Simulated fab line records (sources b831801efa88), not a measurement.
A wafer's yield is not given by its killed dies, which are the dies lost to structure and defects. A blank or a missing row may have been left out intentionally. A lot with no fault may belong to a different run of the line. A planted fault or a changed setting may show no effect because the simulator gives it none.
fab line records | flow gf180mcu
record: lots: 6 wafers: 18 lastDay: 33
route steps=602 shown V4@487
lots that met no fault: from a run of the same line without faults
startH: hours from the record's first day to the start of the lot's first wafer shown | waitH: how many hours have passed since the lot's step before this one | " identical to the entry in the row above | L1.1+2: a single row standing in for several wafers | - no value present, or no start provided | * or withheld: withheld | < > ~ a bound
route shown NAME@n: names a module that has steps shown in the file, with the first one's number in the route | usual: mean and standard deviation over wafers with no fault | same: alike in all rows | chamber/n: place in a boat | sites: per-site readings | _std_site: the standard deviation of these | _edge_site: outer sites' mean less inner sites' | radiusMm: how far each site lies from the wafer's centre | mask NAME#n: copy n | behind: the last tool/chamber to shape the wafer | hold: reason for holding the lot/hours on hold/outcome of the hold | device: the transistor (n, p or np) that didn't switch | end of line: the tests these same wafers got at the end of their route | where a step has no rows: the recipe by itself | killed: the dies lost at the first sort to structure and to defects; this is not the yield of the wafer | map: a wafer's dies, marking killed ones x, the rest . and places with no die _
set.NAME: setting as actually run; set.NAME@STEP: the setting as run at that earlier step | model.NAME: the simulator's own value behind a step, which no gauge read
lots seen at some steps along the route; tables by step, rows by wafer
services: the hour from which a tool's chamber was out of use, counted from the record's first day as startH (under 0 if before that day), plus the number of hours and why
== steps ==
step: GF_V4_EXPOSE_11
recipe: maskId: Via4 targetCdNm: 260 na: 0.68 sourceShape: conventional sigmaOuter: 0.6 doseMj: 38
step: GF_V4_PEB_12
recipe: pebTempC: 135 pebTimeS: 90 resist: KrF
step: GF_V4_DEVELOP_13
recipe: developTimeS: 60 resist: KrF devTempC: 21
step: GF_V4_CD_MEAS_14
recipe: targetCdNm: 260
usual: cdNm: 259.7/1.3
columns lot.wafer tool chamber startH waitH cdNm
L660.1 cdSem-01 - 606.30 0.1 259.5
L660.2 " - " " 258.9
L660.5 " - " " 259.8
L661.1 cdSem-01 - 613.10 0.1 261.5
L661.2 " - " " 261.5
L661.5 " - " " 260.7
L668.1 cdSem-02 - 667.55 0.1 257.7
L668.3 " - " " 257.8
L668.4 " - " " 258.6
L669.1 cdSem-01 - 675.15 0.1 259.1
L669.2 " - " " 260.2
L669.5 " - " " 260.9
L670.2 cdSem-01 - 679.56 0.1 257.9
L670.3 " - " " 258.8
L670.4 " - " " 259.3
L674.1 cdSem-02 - 709.80 0.1 258.0
L674.5 " - " " 258.5
L674.6 " - " " 259.0
step: GF_V4_OVL_MEAS_15
usual: V4_OVL: -1/5.2
columns lot.wafer tool chamber startH waitH V4_OVL[nm]
L660.1 overlay-01 - 606.42 0.1 -6
L660.2 " - " " -4
L660.5 " - " " -2
L661.1 overlay-01 - 613.22 0.1 -2
L661.2 " - " " -3
L661.5 " - " " 0
L668.1 overlay-02 - 667.67 0.1 -6
L668.3 " - " " -2
L668.4 " - " " -13
L669.1 overlay-01 - 675.27 0.1 -3
L669.2 " - " " -11
L669.5 " - " " -8
L670.2 overlay-01 - 679.66 0.1 -7
L670.3 " - " " -2
L670.4 " - " " -4
L674.1 overlay-01 - 709.92 0.1 4
L674.5 " - " " 2
L674.6 " - " " -7
step: GF_V4_ETCH_16
recipe: chemistry: N2/H2 targetDepthA: withheld overetchA: withheld timeS: withheld target: BARC ionEnergyEv: 200 sourceW: 500 biasW: 100 pressureMtorr: 30 n2FlowSccm: 100 h2FlowSccm: 200
usual: drypumpMotorCurrentA: 6.0/0.43 oesProductAu: 0.855/0.0049 throttleValvePct: 13.225/0.0086
columns lot.wafer tool chamber startH waitH drypumpMotorCurrentA oesProductAu throttleValvePct
L660.1 rieDiel-02 2 606.46 0.0 6.7 0.853 13.230
L660.2 " 3 " " 6.4 0.850 13.231
L660.5 " 3 " " 6.4 0.855 13.227
L661.1 rieDiel-04 1 613.26 0.0 5.2 0.856 13.222
L661.2 " 2 " " 5.6 0.864 13.228
L661.5 " 1 " " 5.2 0.852 13.210
L668.1 rieDiel-03 1 667.71 0.0 5.6 0.853 13.230
L668.3 " 3 " " 6.0 0.863 13.251
L668.4 " 0 " " 6.4 0.860 13.225
L669.1 rieDiel-02 1 675.31 0.0 5.9 0.855 13.235
L669.2 " 2 " " 6.7 0.850 13.227
L669.5 " 2 " " 6.7 0.852 13.215
L670.2 rieDiel-03 2 679.69 0.0 5.4 0.860 13.229
L670.3 " 3 " " 6.0 0.849 13.231
L670.4 " 1 " " 5.6 0.849 13.219
L674.1 rieDiel-03 3 709.96 0.0 6.0 0.857 13.233
L674.5 " 0 " " 6.4 0.861 13.233
L674.6 " 1 " " 5.7 0.850 13.231
step: GF_V4_ETCH_17
recipe: chemistry: C4F8/O2/Ar maskMaterial: KrF target: SiO2 stopOn: TiN sourceW: 1500 biasW: 1200 pressureMtorr: 40 c4f8FlowSccm: withheld O2_flow_sccm: 6 Ar_flow_sccm: 300 timeS: withheld targetDepthA: 6300
usual: oesProductAu: 0.855/0.0048
columns lot.wafer tool chamber startH waitH oesProductAu
L660.1 rieDiel-02 2 - - 0.852
L660.2 " 3 " " 0.850
L660.5 " 3 " " 0.856
L661.1 rieDiel-04 1 - - 0.863
L661.2 " 2 " " 0.867
L661.5 " 1 " " 0.860
L668.1 rieDiel-03 1 - - 0.858
L668.3 " 3 " " 0.856
L668.4 " 0 " " 0.862
L669.1 rieDiel-02 1 - - 0.852
L669.2 " 2 " " 0.859
L669.5 " 2 " " 0.858
L670.2 rieDiel-03 2 - - 0.846
L670.3 " 3 " " 0.850
L670.4 " 1 " " 0.845
L674.1 rieDiel-03 3 - - 0.857
L674.5 " 0 " " 0.861
L674.6 " 1 " " 0.861
step: GF_V4_STRIP_18
recipe: chemistry: O2/N2 powerW: 1400 pressureMtorr: 1500 platenTempC: 250 o2FlowSccm: 3000 n2FlowSccm: 300 overashFraction: 0.5
usual: drypumpMotorCurrentA: 5.6/0.49 heaterPowerW: 319/22 oesProductAu: 0.593/0.0048
columns lot.wafer tool chamber startH waitH drypumpMotorCurrentA heaterPowerW oesProductAu rfHoursCounterH
L660.1 plasmaAsher-01 0 606.59 - 6.2 274 0.596 99
L660.2 " 1 " " 5.8 305 0.598 99
L660.5 " 1 " " 5.8 305 0.589 -
L661.1 plasmaAsher-03 1 613.39 - 6.0 341 0.599 83
L661.2 " 0 " " 4.9 332 0.597 83
L661.5 " 0 " " 4.8 335 0.593 -
L668.1 plasmaAsher-04 1 667.84 - 5.6 332 0.590 58
L668.3 " 0 " " 5.1 306 0.588 -
L668.4 " 1 " " 5.6 335 0.592 -
L669.1 plasmaAsher-01 1 675.44 - 5.8 310 0.594 106
L669.2 " 0 " " 6.2 281 0.594 106
L669.5 " 0 " " 6.2 290 0.598 -
L670.2 plasmaAsher-03 1 679.82 - 6.0 342 0.584 91
L670.3 " 0 " " 4.9 330 0.584 -
L670.4 " 1 " " 6.0 333 0.593 -
L674.1 plasmaAsher-04 0 710.09 - 5.2 306 0.593 63
L674.5 " 1 " " 5.6 340 0.599 -
L674.6 " 0 " " 5.1 293 0.591 -
step: GF_V4_STRIP_19
recipe: chemistry: postEtchResidueRemover timeS: 1200 tempC: 72.5
step: GF_V4_CLEAN_20
recipe: chemistry: DIW dry: n2Spin
step: GF_V4_SPUTTER_21
recipe: material: Ti targetThkNm: 15 chamberPressurePa: 5 powerW: 2500 substrateTempC: 200 timeS: 80.02
usual: throttleValvePct: 29.9/0.77
columns lot.wafer tool chamber startH waitH throttleValvePct
L660.1 pvdSputter-03 - 607.12 0.0 30.4
L660.2 " - " " 29.2
L660.5 " - " " 30.0
L661.1 pvdSputter-03 - 613.92 0.0 29.9
L661.2 " - " " 30.3
L661.5 " - " " 28.8
L668.1 pvdSputter-04 - 668.37 0.0 29.5
L668.3 " - " " 30.7
L668.4 " - " " 31.0
L669.1 pvdSputter-03 - 676.32 0.0 28.7
L669.2 " - " " 29.7
L669.5 " - " " 28.8
L670.2 pvdSputter-03 - 680.70 0.0 30.0
L670.3 " - " " 28.9
L670.4 " - " " 29.4
L674.1 pvdSputter-01 - 710.62 0.0 28.9
L674.5 " - " " 30.3
L674.6 " - " " 31.1
step: GF_V4_SPUTTER_22
recipe: material: TiN targetThkNm: 10 chamberPressurePa: 5 powerW: 4000 timeS: 40
usual: throttleValvePct: 29.9/0.74
columns lot.wafer tool chamber startH waitH throttleValvePct
L660.1 pvdSputter-03 - 607.18 0.0 30.4
L660.2 " - " " 29.5
L660.5 " - " " 29.9
L661.1 pvdSputter-03 - 613.98 0.0 30.4
L661.2 " - " " 30.4
L661.5 " - " " 28.6
L668.1 pvdSputter-04 - 668.43 0.0 29.6
L668.3 " - " " 30.9
L668.4 " - " " 30.7
L669.1 pvdSputter-03 - 676.38 0.0 29.1
L669.2 " - " " 29.9
L669.5 " - " " 28.8
L670.2 pvdSputter-03 - 680.77 0.0 30.2
L670.3 " - " " 29.0
L670.4 " - " " 29.4
L674.1 pvdSputter-01 - 710.68 0.0 28.7
L674.5 " - " " 30.0
L674.6 " - " " 30.9
step: GF_V4_CVD_23
recipe: material: W targetThkNm: 350 timeS: 104.9 tempC: 400 pressureTorr: 40
usual: heaterPowerW: 834/110
columns lot.wafer tool chamber startH waitH heaterPowerW model.W_of_V4_CVD_23.thkNm
L660.1 cvdW-01 0 607.22 0.0 792 356.3
L660.2 " 1 " " 762 351.8
L660.5 " 0 " " 786 353.5
L661.1 cvdW-02 1 614.02 0.0 758 341.6
L661.2 " 0 " " 1033 346.7
L661.5 " 1 " " 752 345
L668.1 cvdW-01 0 668.47 0.0 774 349.9
L668.3 " 0 " " 775 350
L668.4 " 1 " " 765 342.9
L669.1 cvdW-01 1 676.42 0.0 775 512.5
L669.2 " 0 " " 789 517.8
L669.5 " 0 " " 783 519
L670.2 cvdW-01 0 680.80 0.0 779 516.7
L670.3 " 0 " " 799 519.5
L670.4 " 1 " " 772 516.9
L674.1 cvdW-02 0 710.72 0.0 1008 348.9
L674.5 " 1 " " 765 347
L674.6 " 0 " " 1037 350.2
step: GF_V4_RS_MEAS_24
recipe: thkMeasGauge: four-point-probe reads: W_of_V4_CVD_23+TiN_of_V4_SPUTTER_22+Ti_of_V4_SPUTTER_21
usual: V4_W_RS: 0.327/0.0031
columns lot.wafer tool chamber startH waitH hold V4_W_RS[ohm/sq]
L660.1 filmMetro-04 - 607.33 0.1 - 0.321
L660.2 " - " " - 0.325
L660.5 " - " " - 0.324
L661.1 filmMetro-02 - 614.13 0.1 - 0.336
L661.2 " - " " - 0.331
L661.5 " - " " - 0.333
L668.1 filmMetro-02 - 668.58 0.1 - 0.328
L668.3 " - " " - 0.328
L668.4 " - " " - 0.335
L669.1 filmMetro-04 - 676.53 0.1 awaitDispo/0.2h/release 0.222
L669.2 " - " " awaitDispo/0.2h/release 0.220
L669.5 " - " " awaitDispo/0.2h/release 0.220
L669.1 filmMetro-04 - 676.82 0.3 - 0.223
L669.2 " - " " - 0.220
L669.5 " - " " - 0.220
L670.2 filmMetro-04 - 680.94 0.1 awaitDispo/0.2h/release 0.221
L670.3 " - " " awaitDispo/0.2h/release 0.219
L670.4 " - " " awaitDispo/0.2h/release 0.221
L670.2 filmMetro-04 - 681.22 0.3 - 0.221
L670.3 " - " " - 0.220
L670.4 " - " " - 0.221
L674.1 filmMetro-02 - 710.83 0.1 - 0.328
L674.5 " - " " - 0.330
L674.6 " - " " - 0.328
== services ==
columns tool chamber startH hours kind
cvdW-02 - 583.60 0.6 repair
cvdW-02 0 603.38 3.5 repair
rieDiel-03 3 607.09 10.4 repair
rieDiel-02 3 611.44 18.7 repair
cvdW-01 - 611.77 6.9 pm
plasmaAsher-01 - 617.27 2.8 pm
plasmaAsher-03 - 620.67 1.0 repair
rieDiel-02 3 630.15 - clean
rieDiel-02 3 630.15 17.3 scheduledDown
rieDiel-02 3 630.15 17.3 ventCycle
pvdSputter-04 - 644.94 2.1 repair
rieDiel-02 1 647.47 - clean
rieDiel-02 1 647.47 20.1 scheduledDown
rieDiel-02 1 647.47 20.1 ventCycle
plasmaAsher-03 - 651.20 2.9 repair
pvdSputter-01 2 673.05 - consumableReplace:kit
pvdSputter-01 2 673.05 18.0 scheduledDown
rieDiel-03 3 686.88 11.3 repair
rieDiel-04 1 688.51 27.8 repair
pvdSputter-04 - 691.92 3.6 repair
rieDiel-02 - 697.45 2.8 pm
rieDiel-04 - 697.53 0.4 repair
rieDiel-02 3 705.44 6.8 repair
rieDiel-02 0 709.04 2.8 repair
== key ==
firstSign: step: GF_V4_RS_MEAS_24 reading: visit direction: added
effect: step: GF_V4_RS_MEAS_24 reading: V4_W_RS direction: down sigmas: 34 usual: 0.327 struck: 0.221
modelEffect: step: GF_V4_CVD_23 value: W_of_V4_CVD_23.thkNm without: 349.8 struck: 517.1
metAt GF_V4_CVD_23
struckWafers L669.1,L669.2,L669.5,L670.2,L670.3,L670.4
scrappedBehind GF_V4_RS_MEAS_24 L669.1,L669.2,L669.5,L670.2,L670.3,L670.4
onsetBetween 668.47 676.42
alsoFits GF_V4_SPUTTER_21:pvdSputter-03,GF_V4_SPUTTER_22:pvdSputter-03
fault: kind: processParameterDrift tool: cvdW-01 chamber: - onsetH: 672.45 steps: GF_V4_CVD_23 channel: targetThkNm offset: 167.2 shape: step endH: 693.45 actsIn: theseRecipesOnly stated: 350
